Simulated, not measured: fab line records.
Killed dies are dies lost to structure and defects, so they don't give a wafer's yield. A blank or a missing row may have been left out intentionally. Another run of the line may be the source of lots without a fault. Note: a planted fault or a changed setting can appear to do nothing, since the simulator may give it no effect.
Which tool did it? -- flow sky130 -- Sampling: 13 lots, 39 wafers, 5 of 708 route steps

WHAT THE GAUGES SHOWED, per wafer
SKY_VT_ADJUST_HVTP_CD_MEAS_07 targets a cd of 380 nm.
lot,measured,on,cdNm (nm)
L302,day 6 09:01,cdSem-01,383.3 382.8 380.9
L304,day 6 21:14,cdSem-02,377.8 377.0 379.6
L305,day 7 03:06,cdSem-01,376.7 377.6 377.0
L306,day 7 06:27,cdSem-02,378.9 383.1 383.6
L307,day 7 15:11,cdSem-02,380.3 377.9 380.8
L308,day 7 23:46,cdSem-01,378.9 377.8 376.9
L310,day 8 17:32,cdSem-02,378.0 376.4 378.2
L316,day 10 05:40,cdSem-02,380.4 379.4 381.7
L318,day 10 15:32,cdSem-01,382.1 383.9 381.4
L319,day 10 21:44,cdSem-01,378.6 380.1 377.9
L320,day 11 05:02,cdSem-01,379.8 380.0 379.3
L321,day 11 15:44,cdSem-02,376.3 375.1 377.4
L322,day 11 22:05,cdSem-01,380.3 381.2 379.7

SKY_VT_ADJUST_HVTR_TW_MEAS_11.
lot,measured,on,VT_ADJUST_HVTR_TW
L302,day 9 20:17,filmMetro-03,209 207 208
L304,day 10 12:17,filmMetro-04,260 261 260
L305,day 10 19:15,filmMetro-03,255 255 255
L306,day 10 21:50,filmMetro-03,208 207 208
L307,day 11 08:32,filmMetro-02,252 252 253
L308,day 11 19:26,filmMetro-02,205 205 205
L310,day 12 14:58,filmMetro-03,207 208 207
L316,day 14 09:13,filmMetro-02,206 205 205
L318,day 14 19:49,filmMetro-02,206 205 205
L319,day 15 00:57,filmMetro-03,210 209 209
L320,day 15 11:43,filmMetro-04,213 215 216
L321,day 15 23:53,filmMetro-04,215 216 214
L322,day 16 06:59,filmMetro-02,206 206 205

SKY_VT_ADJUST_PCH_TW_MEAS_10.
lot,measured,on,VT_ADJUST_PCH_TW
L302,day 10 19:11,filmMetro-01,143.4 141.6 143.2
L304,day 11 11:25,filmMetro-01,143.5 143.6 143.4
L305,day 11 19:02,filmMetro-03,141.2 140.7 141.6
L306,day 11 21:46,filmMetro-03,141.4 141.3 141.4
L307,day 12 08:16,filmMetro-03,140.9 140.9 141.8
L308,day 12 19:52,filmMetro-01,142.6 142.4 142.9
L310,day 13 16:20,filmMetro-03,141.5 141.5 140.9
L316,day 15 11:47,filmMetro-01,142.3 143.1 142.2
L318,day 16 00:00,filmMetro-04,144.7 145.2 145.1
L319,day 16 04:40,filmMetro-04,144.3 144.6 145.2
L320,day 16 15:31,filmMetro-01,142.2 141.8 142.6
L321,day 17 04:43,filmMetro-04,145.2 144.3 144.0
L322,day 17 11:58,filmMetro-03,140.9 140.6 140.3

EACH LOT AND THE TOOL THAT RAN IT (in order: tool; ch and the chambers of the sampled wafers; start)
lot,SKY_NWELL_RTA_28,SKY_VT_ADJUST_HVTR_IMPLANT_09
L302,"rtpAnneal-01 ch 0, day 5 13:34","implanter-04 ch 0, day 9 20:04"
L304,"rtpAnneal-01 ch 0, day 6 01:40","implanter-03 ch 0, day 10 11:44"
L305,"rtpAnneal-01 ch 0, day 6 07:56","implanter-02 ch 0, day 10 18:42"
L306,"rtpAnneal-02 ch 0, day 6 10:59","implanter-04 ch 0, day 10 21:36"
L307,"rtpAnneal-02 ch 0, day 6 18:58","implanter-04 ch 0, day 11 07:53"
L308,"rtpAnneal-02 ch 0, day 7 03:34","implanter-04 ch 0, day 11 19:11"
L310,"rtpAnneal-02 ch 0, day 7 18:17","implanter-02 ch 0, day 12 14:43"
L316,"rtpAnneal-02 ch 0, day 9 06:36","implanter-03 ch 0, day 14 08:59"
L318,"rtpAnneal-01 ch 0, day 9 16:53","implanter-04 ch 0, day 14 19:36"
L319,"rtpAnneal-02 ch 0, day 9 23:17","implanter-03 ch 0, day 15 00:43"
L320,"rtpAnneal-01 ch 0, day 10 05:37","implanter-04 ch 0, day 15 11:28"
L321,"rtpAnneal-02 ch 0, day 10 15:46","implanter-02 ch 0, day 15 23:38"
L322,"rtpAnneal-02 ch 0, day 10 22:02","implanter-04 ch 0, day 16 06:44"
- SKY_NWELL_RTA_28: time 30 s.
- SKY_VT_ADJUST_HVTR_IMPLANT_09

AS READ BY THE TOOLS THEMSELVES (means over the sampled wafers that have a number; for cases with no such wafer, the mark the record gives instead)
SKY_NWELL_RTA_28.
lot,tool,lampPowerPct (%),wafer_temp_C_max
L302,rtpAnneal-01,25.27,1055.0
L304,rtpAnneal-01,25.38,1054.9
L305,rtpAnneal-01,25.27,1054.2
L306,rtpAnneal-02,25.25,1055.1
L307,rtpAnneal-02,25.34,1055.5
L308,rtpAnneal-02,25.31,1054.9
L310,rtpAnneal-02,25.30,1054.2
L316,rtpAnneal-02,25.26,1055.1
L318,rtpAnneal-01,25.35,1054.1
L319,rtpAnneal-02,25.27,1055.2
L320,rtpAnneal-01,25.31,1054.6
L321,rtpAnneal-02,25.32,1055.4
L322,rtpAnneal-02,25.26,1054.8

SKY_VT_ADJUST_HVTR_IMPLANT_09.
lot,tool,endStationPressureTorr (Torr)
L302,implanter-04,5.08e-06
L304,implanter-03,5.15e-06
L305,implanter-02,5.10e-06
L306,implanter-04,4.75e-06
L307,implanter-04,4.86e-06
L308,implanter-04,4.93e-06
L310,implanter-02,5.12e-06
L316,implanter-03,4.83e-06
L318,implanter-04,4.97e-06
L319,implanter-03,5.13e-06
L320,implanter-04,4.80e-06
L321,implanter-02,4.93e-06
L322,implanter-04,5.23e-06

THE ANSWER, worked out from the rows above alone
Rule: the usual values come from the lots themselves. The widest of any qualifying gaps counts: lots, ordered by their means at a reading, are off when they make up no more than a third of the lots, leave a main group of 4 or more, and stand apart from it by 3 or more times the standard deviation of that group's means. If all means in a main group match to the digits the tables above print for the reading, that group is not used. Also off: a lot with no number at a reading for which 4 or more lots have one. The other lots that the step has rows for count as sound. After the gauges, taken in route order, come the tools' own readings; for these a lot's mean is taken, as printed above. The first step at which some lot is off is used, and at that step the reading that is off furthest; a lot without a number counts as furthest.
Off: L304, L305, L307, seen at SKY_VT_ADJUST_HVTR_TW_MEAS_11 (VT_ADJUST_HVTR_TW). The main group has a mean of 208 with a standard deviation of 3.5.
A tool fits if, at a process step before that reading, it ran every lot that is off, and no sound lot after the first of them. Those tools and the gauges at SKY_VT_ADJUST_HVTR_TW_MEAS_11 are tried in the same way. No candidate that was tried fits.

WHAT HAD BEEN PUT IN BY THE SIMULATOR
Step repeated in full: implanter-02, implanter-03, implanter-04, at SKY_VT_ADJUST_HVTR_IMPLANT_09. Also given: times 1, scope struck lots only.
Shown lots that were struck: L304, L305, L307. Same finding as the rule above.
